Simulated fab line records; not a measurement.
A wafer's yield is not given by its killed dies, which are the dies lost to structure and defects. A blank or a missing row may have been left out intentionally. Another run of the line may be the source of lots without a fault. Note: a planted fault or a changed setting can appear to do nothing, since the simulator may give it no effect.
fab line records    flow sky130
record: lots: 7  wafers: 21  last_day: 51
route steps=708 shown METAL4@635 VIA4@639 PAD_OPEN@708
lots that met no fault: from a run of the same line without faults
start_h: hours from the record's opening day to when the first of the lot's shown wafers began    wait_h: hours from the lot's prior step to this one    " the same as in the row above    L1.1+2: one row covering several wafers at once    - no value present, or no start provided    * or withheld: withheld    < > ~ a bound
route shown NAME@n: names a module that has steps shown in the file, with the first one's number in the route    usual: mean/standard deviation of fault-free wafers    same: alike in all rows    chamber/n: place in a boat    sites: the reading at each site    _std_site: standard deviation across them    _edge_site: the outer-site mean with the inner-site mean subtracted    radius_mm: for every site, how far away it sits from the centre of the wafer    mask NAME#n: copy n    behind: the tool/chamber that last shaped the wafer    hold: why the lot was held/for how many hours/how that ended    device: the n, p or np transistor that did not switch    end of line: the tests these same wafers got at the end of their route    where a step has no rows: the recipe by itself    killed: dies that structure and defects cost at the first sort, which is not the same as the wafer's yield    map: shows each die of a wafer: x if killed, . if not, _ if none is there
set.NAME: setting as actually run; set.NAME@STEP: the setting as run at that earlier step    model.NAME: the simulator's own value behind a step, which no gauge read
certain route steps with their lots: each step a table, each wafer a row
services: when a tool's chamber went out of use (start_h, in hours from the record's first day, below 0 if earlier), for how many hours, and the reason
== steps ==
step: SKY_METAL4_STRIP_19
recipe: chemistry: O2/N2  power_w: 1400  pressure_mtorr: 1500  platen_temp_c: withheld  o2_flow_sccm: 3000  n2_flow_sccm: 300  overash_fraction: 0.5
usual: drypump_motor_current_A: 5.6/0.39  oes_product_au: 0.503/0.0057  strip_time_to_endpoint_s: 6.57/0.083
lot.wafer  tool             chamber  start_h  wait_h  drypump_motor_current_A  oes_product_au  rf_hours_counter_h  strip_time_to_endpoint_s
L995.2     plasma_asher-01  1        1002.27  0.1     5.9                      0.496           86                  6.53
L995.4     "                0        "        "       4.8                      0.504           -                   6.55
L995.6     "                1        "        "       5.9                      0.495           -                   6.58
L998.1     plasma_asher-04  1        1002.42  0.1     5.6                      0.506           23                  6.65
L998.2     "                0        "        "       5.7                      0.506           23                  6.46
L998.4     "                1        "        "       5.6                      0.499           -                   6.66
L104.2     plasma_asher-03  0        1030.22  0.1     5.9                      0.506           121                 6.62
L104.3     "                1        "        "       5.5                      0.505           -                   6.60
L104.5     "                0        "        "       5.9                      0.495           -                   6.41
L106.1     plasma_asher-03  0        1132.42  0.1     5.9                      0.503           8                   6.53
L106.3     "                0        "        "       5.9                      0.503           -                   6.52
L106.5     "                0        "        "       5.9                      0.510           -                   6.64
L111.2     plasma_asher-04  0        1137.77  0.1     5.7                      0.510           37                  6.59
L111.3     "                1        "        "       5.6                      0.501           -                   6.42
L111.4     "                0        "        "       5.7                      0.506           -                   6.59
L117.1     plasma_asher-01  1        1141.02  0.1     5.9                      0.508           97                  6.65
L117.3     "                0        "        "       4.7                      0.499           -                   6.49
L117.6     "                1        "        "       5.9                      0.504           -                   6.66
L113.1     plasma_asher-03  0        1143.14  0.1     5.9                      0.497           8                   6.50
L113.2     "                1        "        "       5.5                      0.509           8                   6.60
L113.6     "                1        "        "       5.5                      0.510           -                   6.51
step: SKY_METAL4_STRIP_20
recipe: chemistry: post_etch_residue_remover  time_s: 1200  temp_c: 72.5
step: SKY_METAL4_CLEAN_21
recipe: chemistry: IPA  time_s: 180  temp_c: 25
step: SKY_METAL4_CLEAN_22
recipe: chemistry: O3/DIW  dry: n2_spin
step: SKY_VIA4_HDPCVD_00
recipe: material: SiO2  target_thk_nm: 1750  sigma_open_frac: 0.3  time_s: 291.7  temp_c: 400  sih4_flow_sccm: 60  pressure_mtorr: 6
step: SKY_VIA4_THK_MEAS_01
recipe: reads: SiO2_of_VIA4_HDPCVD_00
usual: VIA4_HDPCVD_THK: 1750/21
lot.wafer  tool           chamber  start_h  wait_h  VIA4_HDPCVD_THK[nm]
L995.2     film_metro-02  -        1003.54  0.1     1750
L995.4     "              -        "        "       1782
L995.6     "              -        "        "       1754
L998.1     film_metro-01  -        1003.80  0.1     1737
L998.2     "              -        "        "       1727
L998.4     "              -        "        "       1748
L104.2     film_metro-01  -        1031.51  0.1     1769
L104.3     "              -        "        "       1766
L104.5     "              -        "        "       1750
L106.1     film_metro-01  -        1133.20  0.1     1708
L106.3     "              -        "        "       1772
L106.5     "              -        "        "       1721
L111.2     film_metro-01  -        1138.55  0.1     1766
L111.3     "              -        "        "       1762
L111.4     "              -        "        "       1760
L117.1     film_metro-01  -        1141.80  0.1     1731
L117.3     "              -        "        "       1739
L117.6     "              -        "        "       1753
L113.1     film_metro-01  -        1144.13  0.1     1748
L113.2     "              -        "        "       1727
L113.6     "              -        "        "       1736
step: SKY_VIA4_CMP_02
recipe: material: SiO2  down_force_psi: 4  platen_rpm: 60  pad_velocity_m_s: 0.94248
usual: motor_current_A: 12.1/1.8
lot.wafer  tool    chamber  start_h  wait_h  motor_current_A
L995.4     cmp-02  2        1003.64  0.1     14.8
L995.2     "       0        "        "       11.1
L995.6     "       1        "        "       11.0
L998.1     cmp-02  2        1003.94  0.1     15.2
L998.4     "       3        "        "       9.5
L998.2     "       0        "        "       10.8
L104.3     cmp-02  2        1031.57  0.0     15.3
L104.2     "       0        "        "       11.4
L104.5     "       3        "        "       9.6
L106.3     cmp-02  0        1133.26  0.0     11.0
L106.1     "       1        "        "       10.5
L106.5     "       0        "        "       11.4
L111.3     cmp-02  3        1138.69  0.1     9.6
L111.2     "       1        "        "       11.1
L111.4     "       2        "        "       14.8
L117.3     cmp-01  3        1141.91  0.1     13.2
L117.1     "       0        "        "       10.4
L117.6     "       2        "        "       13.2
L113.2     cmp-02  2        1144.48  0.3     15.7
L113.1     "       0        "        "       10.7
L113.6     "       1        "        "       11.0
step: SKY_VIA4_BOW_MEAS_03
recipe: mode: bow
usual: VIA4_BOW: 82/7.8
lot.wafer  tool           chamber  start_h  wait_h  VIA4_BOW[um]
L995.2     film_metro-04  -        1003.91  0.1     84
L995.4     "              -        "        "       84
L995.6     "              -        "        "       99
L998.1     film_metro-02  -        1004.19  0.2     82
L998.2     "              -        "        "       79
L998.4     "              -        "        "       89
L104.2     film_metro-01  -        1031.89  0.2     80
L104.3     "              -        "        "       83
L104.5     "              -        "        "       87
L106.1     film_metro-02  -        1133.56  0.2     97
L106.3     "              -        "        "       81
L106.5     "              -        "        "       80
L111.2     film_metro-01  -        1139.01  0.2     74
L111.3     "              -        "        "       95
L111.4     "              -        "        "       78
L117.1     film_metro-04  -        1142.16  0.1     74
L117.3     "              -        "        "       92
L117.6     "              -        "        "       87
L113.1     film_metro-01  -        1144.73  0.1     77
L113.2     "              -        "        "       90
L113.6     "              -        "        "       85
step: SKY_VIA4_DEHYDRATE_04
recipe: temp_c: 200  time_s: 60
step: SKY_VIA4_HMDS_05
recipe: prime_time_s: 60  prime_temp_c: 120
step: SKY_VIA4_COAT_06
recipe: resist: NOVOLAK  spin_rpm: 3000  resist_thk_nm: 1140
step: SKY_VIA4_SOFTBAKE_07
recipe: temp_c: 90  time_s: 60  resist: NOVOLAK
step: SKY_VIA4_EXPOSE_08
recipe: mask_id: VIM4  na: 0.6  source_shape: conventional  sigma_outer: 0.6  polarization: unpolarized  target_cd_nm: 800  dose_mj: 132
usual: exposure_dose_mJ_cm2: 131.98/0.13  focus_offset_nm: 0.0/0.66
lot.wafer  tool              chamber  start_h  wait_h  mask    exposure_dose_mJ_cm2  focus_offset_nm
L995.2     iline_stepper-01  0        1014.41  -       VIM4#0  132.01                0.2
L995.4     "                 0        "        "       VIM4#0  132.07                0.4
L995.6     "                 0        "        "       VIM4#0  131.93                -0.1
L998.1     iline_stepper-01  0        1014.64  -       VIM4#0  131.93                0.0
L998.2     "                 0        "        "       VIM4#0  131.63                -0.3
L998.4     "                 0        "        "       VIM4#0  131.99                0.4
L104.2     iline_stepper-02  0        1043.83  -       VIM4#0  132.14                -2.2
L104.3     "                 0        "        "       VIM4#0  132.06                -0.9
L104.5     "                 0        "        "       VIM4#0  131.90                -1.3
L106.1     iline_stepper-02  0        1144.21  -       VIM4#0  129.78                0.5
L106.3     "                 0        "        "       VIM4#0  129.85                -0.2
L106.5     "                 0        "        "       VIM4#0  129.84                0.1
L111.2     iline_stepper-02  0        1147.60  -       VIM4#0  129.79                -0.3
L111.3     "                 0        "        "       VIM4#0  129.87                0.2
L111.4     "                 0        "        "       VIM4#0  129.77                -0.4
L117.1     iline_stepper-01  0        1150.46  -       VIM4#0  131.87                0.5
L117.3     "                 0        "        "       VIM4#0  131.95                0.4
L117.6     "                 0        "        "       VIM4#0  132.00                0.6
L113.1     iline_stepper-02  0        1152.66  -       VIM4#0  129.67                1.3
L113.2     "                 0        "        "       VIM4#0  129.53                0.9
L113.6     "                 0        "        "       VIM4#0  129.55                0.7
step: SKY_VIA4_PEB_09
recipe: temp_c: withheld  time_s: *  resist: NOVOLAK
step: SKY_VIA4_DEVELOP_10
recipe: resist: NOVOLAK  developer: TMAH  develop_time_s: 60  dev_temp_c: 23
step: SKY_VIA4_OVL_MEAS_11
usual: VIA4_OVL: -0.2/1.4
lot.wafer  tool        chamber  start_h  wait_h  VIA4_OVL[nm]
L995.2     overlay-02  -        1026.39  0.1     -2.0
L995.4     "           -        "        "       -1.2
L995.6     "           -        "        "       -3.0
L998.1     overlay-02  -        1026.69  0.1     0.1
L998.2     "           -        "        "       -1.0
L998.4     "           -        "        "       -0.6
L104.2     overlay-01  -        1054.09  0.1     0.1
L104.3     "           -        "        "       0.7
L104.5     "           -        "        "       0.0
L106.1     overlay-02  -        1151.54  0.1     1.1
L106.3     "           -        "        "       1.8
L106.5     "           -        "        "       0.0
L111.2     overlay-02  -        1156.25  0.1     0.7
L111.3     "           -        "        "       2.4
L111.4     "           -        "        "       1.1
L117.1     overlay-01  -        1160.69  0.1     -1.5
L117.3     "           -        "        "       -2.7
L117.6     "           -        "        "       0.1
L113.1     overlay-01  -        1162.74  0.1     0.7
L113.2     "           -        "        "       -0.4
L113.6     "           -        "        "       3.8
step: SKY_VIA4_ETCH_12
recipe: target: SiO2  chemistry: C4F8/O2/Ar  stop_on: TiN  mask_material: NOVOLAK  source_w: 1500  bias_w: 1200  pressure_mtorr: 40  c4f8_flow_sccm: withheld  O2_flow_sccm: 6  Ar_flow_sccm: 300  time_s: withheld  target_depth_a: 5800
usual: oes_product_au: 0.926/0.0048
lot.wafer  tool         chamber  start_h  wait_h  oes_product_au  model.VIA4.cd_nm
L995.2     rie_diel-04  3        1026.42  0.0     0.924           799.1
L995.4     "            1        "        "       0.929           799.9
L995.6     "            2        "        "       0.925           801.4
L998.1     rie_diel-03  3        1026.72  0.0     0.926           801.2
L998.2     "            2        "        "       0.920           800.8
L998.4     "            0        "        "       0.927           799.5
L104.2     rie_diel-03  1        1054.12  0.0     0.928           800.4
L104.3     "            2        "        "       0.928           799.6
L104.5     "            2        "        "       0.923           800.1
L106.1     rie_diel-01  3        1151.57  0.0     0.921           791.2
L106.3     "            1        "        "       0.922           790.5
L106.5     "            2        "        "       0.926           793
L111.2     rie_diel-03  2        1156.28  0.0     0.925           796.5
L111.3     "            1        "        "       0.933           795.5
L111.4     "            1        "        "       0.927           796.9
L117.1     rie_diel-03  2        1160.72  0.0     0.921           797.2
L117.3     "            0        "        "       0.923           799.7
L117.6     "            0        "        "       0.921           799.9
L113.1     rie_diel-03  3        1162.77  0.0     0.935           795.4
L113.2     "            2        "        "       0.929           797
L113.6     "            1        "        "       0.926           796.3
step: SKY_VIA4_STRIP_13
recipe: chemistry: O2/N2  power_w: 1400  pressure_mtorr: 1500  platen_temp_c: withheld  o2_flow_sccm: 3000  n2_flow_sccm: 300  overash_fraction: 0.5
usual: drypump_motor_current_A: 5.59/0.2  oes_product_au: 0.710/0.0048  strip_time_to_endpoint_s: 12.804/0.023
lot.wafer  tool             chamber  start_h  wait_h  drypump_motor_current_A  oes_product_au  rf_hours_counter_h  strip_time_to_endpoint_s
L995.2     plasma_asher-02  0        1026.50  -       5.59                     0.706           61                  12.790
L995.4     "                1        "        "       5.30                     0.717           -                   12.809
L995.6     "                0        "        "       5.59                     0.702           -                   12.825
L998.1     plasma_asher-03  0        1026.80  -       5.93                     0.710           120                 12.842
L998.2     "                1        "        "       5.49                     0.717           120                 12.789
L998.4     "                0        "        "       5.93                     0.709           -                   12.790
L104.2     plasma_asher-04  0        1054.19  -       5.74                     0.712           28                  12.806
L104.3     "                1        "        "       5.63                     0.710           -                   12.789
L104.5     "                0        "        "       5.74                     0.716           -                   12.758
L106.1     plasma_asher-02  0        1151.65  -       5.59                     0.716           74                  12.855
L106.3     "                0        "        "       5.58                     0.715           -                   12.851
L106.5     "                0        "        "       5.60                     0.710           -                   12.831
L111.2     plasma_asher-02  0        1156.35  -       5.60                     0.707           74                  12.827
L111.3     "                0        "        "       5.61                     0.704           -                   12.800
L111.4     "                1        "        "       5.32                     0.714           -                   12.789
L117.1     plasma_asher-03  1        1160.80  -       5.46                     0.710           10                  12.803
L117.3     "                0        "        "       5.91                     0.712           -                   12.795
L117.6     "                1        "        "       5.49                     0.714           -                   12.786
L113.1     plasma_asher-02  0        1162.85  -       5.61                     0.714           75                  12.820
L113.2     "                1        "        "       5.31                     0.712           75                  12.834
L113.6     "                1        "        "       5.30                     0.712           -                   12.814
step: SKY_PAD_OPEN_PROBE_99
usual: defect_limited_yield: 82.5/2  killed_at_M0_to_M3: 42/7.3  killed_at_M4_up: 3.4/2  killed_at_contacts: 24/5.6  killed_at_front_end: 16/4.5  killed_at_other: 0.2/0.51  killed_dies: 86/9.8  killed_open: 46/7  killed_short: 40/6.7  sort_bin_3_pad_short: 0.9/0.42  sort_bin_5_function: 10.3/1.5  sort_bin_6_memory: 6.3/1.3  sort_n_pass: 406/9.8  sort_yield_pct: 82.5/2
same: gross_dies: 492  killed_at_back_side: 0  sort_bin_4_leakage[%]: 0  sort_bin_8_speed[%]: 0
lot.wafer  tool       chamber  start_h  wait_h  defect_limited_yield[%]  killed_at_M0_to_M3  killed_at_M4_up  killed_at_contacts  killed_at_front_end  killed_at_other  killed_dies  killed_open  killed_short  sort_bin_3_pad_short[%]  sort_bin_5_function[%]  sort_bin_6_memory[%]  sort_n_pass  sort_yield_pct[%]
L998.1     prober-01  -        1103.25  0.3     81.9                     44                  0                26                  19                   0                89           58           31            0.6                      11.4                    6.1                   403          81.9
L998.2     prober-01  -        1103.30  0.3     82.5                     41                  1                29                  14                   1                86           61           25            0.2                      9.8                     7.5                   406          82.5
L998.4     prober-01  -        1103.40  0.4     83.9                     39                  4                27                  8                    1                79           44           34            1.2                      8.3                     6.5                   413          83.9
L995.2     prober-02  -        1103.30  0.3     83.7                     41                  3                24                  12                   0                80           38           39            1.4                      7.7                     7.1                   412          83.7
L995.4     prober-02  -        1103.40  0.4     86.2                     29                  3                13                  23                   0                68           36           32            0.6                      9.3                     3.9                   424          86.2
L995.6     prober-02  -        1103.50  0.4     84.8                     36                  5                23                  11                   0                75           37           37            0.2                      7.7                     7.3                   417          84.8
L104.2     prober-02  -        1125.29  0.1     80.5                     50                  5                21                  19                   1                96           52           43            1.0                      10.0                    8.5                   396          80.5
L104.3     prober-02  -        1125.34  0.2     84.1                     33                  6                23                  16                   0                78           37           41            1.2                      8.9                     5.7                   414          84.1
L104.5     prober-02  -        1125.44  0.2     85.6                     28                  4                21                  18                   0                71           35           36            0.8                      7.9                     5.7                   421          85.6
L106.1     prober-01  -        1213.01  0.1     82.3                     34                  2                23                  27                   1                87           42           45            0                        10.8                    6.9                   405          82.3
L106.3     prober-01  -        1213.11  0.2     81.5                     42                  2                27                  20                   0                91           51           40            0.4                      10.2                    7.9                   401          81.5
L106.5     prober-01  -        1213.21  0.2     81.7                     44                  0                24                  20                   2                90           51           39            1.0                      11.6                    5.7                   402          81.7
L111.2     prober-02  -        1214.56  0.1     84.3                     38                  1                27                  11                   0                77           44           33            0.6                      10.0                    5.1                   415          84.3
L111.3     prober-02  -        1214.61  0.2     79.1                     35                  8                44                  16                   0                103          51           52            1.8                      13.6                    5.5                   389          79.1
L111.4     prober-02  -        1214.66  0.2     81.1                     35                  7                40                  11                   0                93           46           47            1.0                      11.2                    6.7                   399          81.1
L117.1     prober-01  -        1217.24  0.1     85.0                     43                  1                18                  12                   0                74           41           33            0.6                      7.5                     6.9                   418          85.0
L117.3     prober-01  -        1217.34  0.2     84.1                     46                  3                22                  7                    0                78           39           39            1.0                      9.1                     5.7                   414          84.1
L117.6     prober-01  -        1217.49  0.2     82.5                     46                  4                24                  12                   0                86           46           39            1.0                      10.6                    5.9                   406          82.5
L113.1     prober-02  -        1221.93  0.1     86.2                     37                  4                15                  12                   0                68           38           30            0.6                      7.9                     5.3                   424          86.2
L113.2     prober-02  -        1221.98  0.1     83.1                     41                  4                23                  15                   0                83           45           37            1.4                      11.2                    4.3                   409          83.1
L113.6     prober-02  -        1222.18  0.2     81.9                     42                  7                20                  20                   0                89           47           42            0.8                      9.8                     7.5                   403          81.9
killed by level:class
L998.1 VIA1:geometric_particle:open=13 CONTACT:geometric_particle:open=10 VIA3:geometric_particle:open=9 LI_CONTACT:geometric_particle:open=8 VIA2:geometric_particle:short=6 VIA2:geometric_particle:open=5 FIELD_ISO:geometric_particle:short=4 CONTACT:geometric_particle:short=4
L995.2 CONTACT:geometric_particle:open=13 VIA1:geometric_particle:open=10 METAL1:geometric_particle:short=7 METAL2:geometric_particle:short=7 LI_CONTACT:geometric_particle:open=5 VIA1:geometric_particle:short=5 VIA3:geometric_particle:open=5 VIA3:geometric_particle:short=4
L998.2 VIA1:geometric_particle:open=12 LI_CONTACT:geometric_particle:open=11 CONTACT:geometric_particle:open=10 VIA3:geometric_particle:open=7 VIA2:geometric_particle:open=6 METAL3:geometric_particle:short=5 FIELD_ISO:geometric_particle:open=4 CONTACT:geometric_particle:short=4
L995.4 LI_CONTACT:geometric_particle:open=8 SPACER:geometric_particle:open=5 VIA1:geometric_particle:short=5 VIA3:geometric_particle:open=5 FIELD_ISO:geometric_particle:short=4 METAL1:geometric_particle:short=4 VIA1:geometric_particle:open=4 POLY_GATE:geometric_particle:short=3
L998.4 CONTACT:geometric_particle:open=11 METAL3:geometric_particle:short=10 VIA1:geometric_particle:open=7 VIA3:geometric_particle:open=7 LI_CONTACT:geometric_particle:open=6 LOCAL_INTERCONNECT:geometric_particle:short=6 VIA2:geometric_particle:open=4 FIELD_ISO:geometric_particle:open=3
L995.6 LI_CONTACT:geometric_particle:open=8 CONTACT:geometric_particle:open=7 VIA3:geometric_particle:open=6 VIA2:geometric_particle:open=6 VIA2:geometric_particle:short=5 METAL1:geometric_particle:short=5 VIA1:geometric_particle:short=5 METAL4:geometric_particle:short=5
L104.2 CONTACT:geometric_particle:open=10 VIA1:geometric_particle:open=10 FIELD_ISO:geometric_particle:open=7 VIA2:geometric_particle:open=7 METAL1:geometric_particle:short=6 VIA3:geometric_particle:open=6 VIA1:geometric_particle:short=5 METAL3:geometric_particle:short=4
L104.3 VIA1:geometric_particle:open=9 CONTACT:geometric_particle:short=7 CONTACT:geometric_particle:open=7 METAL4:geometric_particle:short=6 FIELD_ISO:geometric_particle:short=4 FIELD_ISO:geometric_particle:open=4 LI_CONTACT:geometric_particle:open=4 VIA2:geometric_particle:open=4
L104.5 CONTACT:geometric_particle:open=10 FIELD_ISO:geometric_particle:short=6 VIA1:geometric_particle:open=6 LOCAL_INTERCONNECT:geometric_particle:short=5 VIA3:geometric_particle:short=5 METAL1:geometric_particle:short=4 FIELD_ISO:geometric_particle:open=4 POLY_GATE:geometric_particle:short=3
L106.1 FIELD_ISO:geometric_particle:short=12 CONTACT:geometric_particle:open=9 POLY_GATE:geometric_particle:open=8 VIA1:geometric_particle:open=8 CONTACT:geometric_particle:short=7 LOCAL_INTERCONNECT:geometric_particle:short=6 METAL3:geometric_particle:short=5 VIA3:geometric_particle:open=5
L106.3 CONTACT:geometric_particle:open=10 VIA2:geometric_particle:open=9 FIELD_ISO:geometric_particle:open=8 VIA1:geometric_particle:open=8 LI_CONTACT:geometric_particle:open=7 FIELD_ISO:geometric_particle:short=6 VIA1:geometric_particle:short=6 METAL2:geometric_particle:short=5
L106.5 VIA1:geometric_particle:open=14 LI_CONTACT:geometric_particle:open=10 METAL1:geometric_particle:short=7 FIELD_ISO:geometric_particle:open=6 POLY_GATE:geometric_particle:open=5 METAL2:geometric_particle:short=5 CONTACT:geometric_particle:open=5 POLY_CUT:geometric_particle:short=3
L111.2 VIA1:geometric_particle:open=9 LI_CONTACT:geometric_particle:open=7 LOCAL_INTERCONNECT:geometric_particle:short=7 CONTACT:geometric_particle:open=6 VIA2:geometric_particle:open=5 METAL2:geometric_particle:short=5 VIA3:geometric_particle:open=5 FIELD_ISO:geometric_particle:open=4
L111.3 LI_CONTACT:geometric_particle:open=14 CONTACT:geometric_particle:open=11 CONTACT:geometric_particle:short=10 METAL2:geometric_particle:short=8 VIA1:geometric_particle:open=7 POLY_GATE:geometric_particle:short=6 METAL4:geometric_particle:short=6 VIA3:geometric_particle:open=6
L111.4 CONTACT:geometric_particle:open=16 LI_CONTACT:geometric_particle:open=13 METAL1:geometric_particle:short=9 METAL4:geometric_particle:short=6 CONTACT:geometric_particle:short=5 VIA1:geometric_particle:open=5 LOCAL_INTERCONNECT:geometric_particle:short=4 METAL2:geometric_particle:short=4
L117.1 VIA3:geometric_particle:open=7 CONTACT:geometric_particle:open=7 METAL2:geometric_particle:short=7 VIA2:geometric_particle:open=7 VIA1:geometric_particle:open=5 METAL1:geometric_particle:short=4 METAL1:geometric_particle:open=4 VIA2:geometric_particle:short=4
L117.3 VIA2:geometric_particle:open=10 LI_CONTACT:geometric_particle:open=8 CONTACT:geometric_particle:open=8 METAL2:geometric_particle:short=8 VIA1:geometric_particle:open=6 VIA2:geometric_particle:short=5 METAL1:geometric_particle:short=4 VIA3:geometric_particle:open=4
L117.6 VIA1:geometric_particle:open=9 METAL1:geometric_particle:short=8 CONTACT:geometric_particle:open=7 VIA2:geometric_particle:open=7 LI_CONTACT:geometric_particle:open=6 VIA2:geometric_particle:short=6 VIA3:geometric_particle:open=5 LOCAL_INTERCONNECT:geometric_particle:short=4
L113.1 VIA3:geometric_particle:open=10 VIA1:geometric_particle:open=7 VIA2:geometric_particle:open=6 FIELD_ISO:geometric_particle:open=5 CONTACT:geometric_particle:open=5 METAL2:geometric_particle:short=5 POLY_GATE:geometric_particle:short=4 LI_CONTACT:geometric_particle:open=4
L113.2 CONTACT:geometric_particle:open=11 METAL2:geometric_particle:short=9 VIA1:geometric_particle:open=8 FIELD_ISO:geometric_particle:short=7 VIA2:geometric_particle:open=7 VIA3:geometric_particle:open=7 LOCAL_INTERCONNECT:geometric_particle:short=5 CONTACT:geometric_particle:short=4
L113.6 FIELD_ISO:geometric_particle:open=8 CONTACT:geometric_particle:open=8 VIA1:geometric_particle:open=8 CONTACT:geometric_particle:short=6 METAL1:geometric_particle:short=6 POLY_GATE:geometric_particle:open=5 VIA1:geometric_particle:short=5 VIA2:geometric_particle:short=5
== services ==
tool              chamber  start_h  hours  kind
plasma_asher-04   -        981.82   1.2    repair
plasma_asher-03   -        982.67   2.8    pm
iline_stepper-02  -        986.57   1.7    pm
plasma_asher-04   -        998.39   1.5    repair
plasma_asher-02   -        1001.37  0.6    repair
rie_diel-01       -        1009.17  0.5    repair
iline_stepper-02  -        1010.41  8.9    repair
cmp-01            -        1051.17  1.5    repair
iline_stepper-02  -        1053.66  7.4    repair
plasma_asher-03   -        1055.27  9.0    pm
rie_diel-04       -        1059.80  1.0    repair
cmp-01            -        1062.67  1.7    repair
plasma_asher-01   -        1063.74  2.0    repair
cmp-01            -        1072.69  5.3    pm
plasma_asher-01   -        1076.71  28.1   pm
rie_diel-04       -        1081.89  0.8    repair
cmp-02            -        1084.00  4.0    pm
iline_stepper-01  -        1092.85  13.0   repair
cmp-02            -        1109.85  4.8    pm
iline_stepper-01  -        1115.28  1.7    pm
plasma_asher-02   -        1123.96  0.7    repair
iline_stepper-01  -        1137.83  0.8    repair
rie_diel-03       3        1145.73  2.4    repair
rie_diel-03       3        1152.50  8.7    repair
== key ==
first_sign: step: SKY_VIA4_EXPOSE_08  reading: exposure_dose_mJ_cm2  direction: down  sigmas: 17  usual: *  struck: *
effect none on later readings
model_effect: step: SKY_VIA4_ETCH_12  value: VIA4.cd_nm  without: 799.7  struck: 794.7
met_at SKY_VIA4_EXPOSE_08
struck_wafers L106.1,L106.3,L106.5,L111.2,L111.3,L111.4,L113.1,L113.2,L113.6
onset_between 1043.83 1144.21
fault: kind: process_parameter_drift  tool: iline_stepper-02  chamber: -  onset_h: 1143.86  steps: SKY_VIA4_EXPOSE_08  channel: dose_mj  offset: -2.3133  shape: step  acts_in: these_recipes_only  stated: 132
